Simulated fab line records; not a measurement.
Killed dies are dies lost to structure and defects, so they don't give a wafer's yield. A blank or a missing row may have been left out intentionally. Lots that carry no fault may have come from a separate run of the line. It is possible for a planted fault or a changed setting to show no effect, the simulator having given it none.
What tool caused it? | flow sfq-line | 7 lots, 21 wafers sampled, at 1 step of a route of 325

== WHAT THE GAUGES SHOWED, per wafer ==
SFQ_I1_OVL_MEAS_913.
lot  | measured     | on         | I1_OVL (nm)
L749 | day 18 01:20 | overlay-01 | 4 1 3
L751 | day 18 07:20 | overlay-01 | 5 -4 -10
L753 | day 18 20:32 | overlay-01 | -7 -6 -6
L755 | day 19 16:56 | overlay-01 | -6 -10 -9
L759 | day 22 00:30 | overlay-02 | -5 0 1
L765 | day 23 13:43 | overlay-01 | 7 9 7
L770 | day 24 20:55 | overlay-01 | 6 13 8

== WHICH TOOL RAN EACH LOT (tool, then ch and the chambers of the sampled wafers, then the start) ==
Before these readings, the record contains no process step.

== THE ANSWER, worked out from the rows above alone ==
Rule: usual is defined by the lots themselves. Put in order of their means at a reading, lots are off if they are a third of the lots or fewer, leave a main group of 4 or more, and stand apart from it by a gap of 3 or more times the standard deviation of the main group's means; of several such gaps the widest counts. A main group is skipped when, at the precision printed for the reading in the tables above, its means are all equal. A lot without any number at a reading at which 4 lots or more have one is off too. The other lots that the step has rows for count as sound.
Nothing can be told from this: no lot is off at any reading shown.

== WHAT HAD BEEN PUT IN BY THE SIMULATOR ==
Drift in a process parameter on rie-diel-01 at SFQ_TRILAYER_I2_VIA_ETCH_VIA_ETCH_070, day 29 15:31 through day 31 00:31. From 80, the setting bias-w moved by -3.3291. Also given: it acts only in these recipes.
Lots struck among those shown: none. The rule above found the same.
